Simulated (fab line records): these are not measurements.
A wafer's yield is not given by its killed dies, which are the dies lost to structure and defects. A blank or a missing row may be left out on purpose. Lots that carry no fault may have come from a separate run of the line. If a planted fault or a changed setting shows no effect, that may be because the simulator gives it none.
What tool caused it? + flow gf180mcu + 21 wafers from 7 lots sampled at 3 of the route's 602 steps

## WHAT EACH GAUGE READ, for each wafer
GF_VT_IMPLANT_OVL_MEAS_07.
| lot  | measured     | on         | VT_IMPLANT_OVL (nm) |
|------|--------------|------------|---------------------|
| L419 | day 6 20:31  | overlay-01 | 0.1 -0.5 -1.2       |
| L421 | day 7 08:19  | overlay-02 | 1.2 1.2 1.1         |
| L423 | day 7 21:35  | overlay-01 | -0.1 0.3 0.8        |
| L425 | day 8 10:56  | overlay-01 | -1.9 -1.1 -3.1      |
| L427 | day 8 20:32  | overlay-01 | 1.7 3.2 3.6         |
| L434 | day 10 18:32 | overlay-01 | -0.7 0.0 -2.1       |
| L436 | day 11 05:57 | overlay-02 | 0.8 -1.3 1.8        |

## TOOL THAT RAN EACH LOT (tool first, then ch and the chambers of the sampled wafers, then the start)
| lot  | GF_DNWELL_STRIP_08                 | GF_MVPSD_PEB_05                 |
|------|------------------------------------|---------------------------------|
| L419 | plasmaAsher-02 ch 0,1, day 3 21:22 | lithoTrack-03 ch 0, day 6 05:00 |
| L421 | plasmaAsher-01 ch 0,1, day 4 07:04 | lithoTrack-02 ch 0, day 6 16:00 |
| L423 | plasmaAsher-01 ch 0,1, day 4 18:58 | lithoTrack-04 ch 0, day 7 04:00 |
| L425 | plasmaAsher-04 ch 0,1, day 5 05:47 | lithoTrack-03 ch 0, day 7 17:00 |
| L427 | plasmaAsher-01 ch 0,1, day 5 14:24 | lithoTrack-02 ch 0, day 8 02:00 |
| L434 | plasmaAsher-04 ch 0,1, day 7 05:05 | lithoTrack-03, day 9 23:00      |
| L436 | plasmaAsher-01 ch 0,1, day 7 15:16 | lithoTrack-02, day 10 11:00     |
- GF_DNWELL_STRIP_08: strips in O2/N2.
- GF_MVPSD_PEB_05

## THE ANSWER, worked out from the rows above alone
Rule: usual is defined by the lots themselves. Put in order of their means at a reading, lots are off if they are a third of the lots or fewer, leave a main group of 4 or more, and stand apart from it by a gap of 3 or more times the standard deviation of the main group's means; of several such gaps the widest counts. A main group whose means are all the same, to the digits that the tables above print for the reading, isn't used. A lot without any number at a reading at which 4 lots or more have one is off too. Where the step has rows for the other lots, those lots are counted as sound.
No lot is off at any reading shown: from this, nothing can be told.

## WHAT THE SIMULATOR HAD INSERTED
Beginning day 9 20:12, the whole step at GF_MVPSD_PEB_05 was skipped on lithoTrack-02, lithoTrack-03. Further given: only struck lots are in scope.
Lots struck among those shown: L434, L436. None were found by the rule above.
